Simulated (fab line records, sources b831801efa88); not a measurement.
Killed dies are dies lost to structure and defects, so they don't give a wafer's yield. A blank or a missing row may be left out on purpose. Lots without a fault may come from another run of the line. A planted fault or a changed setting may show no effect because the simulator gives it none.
Which tool did it? | flow gf180mcu | 6 lots, 18 wafers sampled, at 2 steps of a route of 602

WHAT THE GAUGES READ, wafer by wafer
GF_M1_CD_MEAS_14: target cd 230 nm.
lot  | measured     | on        | cd_nm (nm)
L741 | day 17 17:41 | cd_sem-01 | 230.0 229.2 229.5
L743 | day 18 10:34 | cd_sem-01 | 228.7 229.7 228.9
L754 | day 22 11:02 | cd_sem-01 | 231.0 229.2 230.3
L756 | day 23 00:31 | cd_sem-01 | 230.6 230.7 231.0
L762 | day 25 00:31 | cd_sem-01 | 229.9 228.3 228.8
L763 | day 25 09:27 | cd_sem-02 | 231.8 232.5 230.9

WHICH TOOL RAN EACH LOT (tool, then ch and the chambers of the sampled wafers, then the start)
lot  | GF_CONTACT_SPUTTER_22
L741 | pvd_sputter-04, day 16 17:42
L743 | pvd_sputter-03, day 17 10:15
L754 | pvd_sputter-02, day 21 10:20
L756 | pvd_sputter-04, day 22 00:54
L762 | pvd_sputter-04, day 24 01:05
L763 | pvd_sputter-02, day 24 10:15
- GF_CONTACT_SPUTTER_22: material Ti, target thk 15 nm, time 80.02 s.

THE ANSWER, worked out from the rows above alone
Rule: what is usual is taken from the lots themselves. Put in order of their means at a reading, lots are off if they are a third of the lots or fewer, leave a main group of 4 or more, and stand apart from it by a gap of 3 or more times the standard deviation of the main group's means; of several such gaps the widest counts. A main group whose means are all the same, to the digits that the tables above print for the reading, isn't used. A lot without any number at a reading at which 4 lots or more have one is off too. The other lots that the step has rows for count as sound.
No lot is off at any reading shown: from this, nothing can be told.

WHAT THE SIMULATOR HAD PUT IN
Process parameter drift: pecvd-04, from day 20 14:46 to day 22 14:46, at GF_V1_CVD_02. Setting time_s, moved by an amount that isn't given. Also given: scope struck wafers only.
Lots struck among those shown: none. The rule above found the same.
